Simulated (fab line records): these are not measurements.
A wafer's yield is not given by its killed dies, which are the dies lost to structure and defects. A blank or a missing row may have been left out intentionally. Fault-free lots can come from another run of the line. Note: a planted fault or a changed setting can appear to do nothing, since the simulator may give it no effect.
Chamber matching    flow gf180mcu    GF_POLY_GATE_ETCH_13 on rie_si-02 has 4 sister chambers
The step etches poly-Si in HBr/Cl2, stops on SiO2, target depth 198.5 nm, time 69.6 s. 8 wafers are shown with their chamber, then 7 later ones without.

WAFERS PAIRED WITH THEIR CHAMBERS
wafer   chamber  drypump_motor_current_A (A)  oes_product_au (a.u.)
L742.5  0        6.21                         0.984
L753.1  3        5.55                         1.004
L753.6  1        5.62                         0.983
L754.2  1        5.66                         0.974
L754.4  2        6.07                         0.959
L754.5  2        6.06                         0.973
L755.1  3        5.58                         0.997
L755.2  0        6.21                         0.997

WAFERS WITHOUT THEIR CHAMBER
wafer   drypump_motor_current_A (A)  oes_product_au (a.u.)
L755.3  6.10                         0.989
L758.2  5.64                         0.982
L758.3  6.06                         0.978
L758.6  6.10                         0.971
L763.2  5.55                         1.007
L763.3  6.20                         0.991
L763.5  6.12                         0.990

CHAMBER TAKEN BY EACH
wafer   from the rows above      in truth
L755.3  2                        2
L758.2  1                        1
L758.3  2                        2
L758.6  2                        2
L763.2  3                        3
L763.3  0                        0
L763.5  can't be placed: 2 or 0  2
Correct placement for 6 of the 7. Cannot be placed on the basis of these rows: 1; the candidates contain the true chamber in 1. Placed wrongly: 0.
How it was worked out, from the rows above alone: a wafer's distance from a chamber is the root of the sum, over the readings, of the square of ((its reading less the chamber's mean) divided by the reading's scatter). If the next closest chamber is less than 2 further off than the closest, the wafer can't be placed; otherwise it belongs to the closest. For every chamber, the mean is computed from those of its wafers that are shown. The scatter: take each reading less its chamber's mean, square it, sum over the shown wafers, divide by the number of wafers less the number of chambers, and take the root.
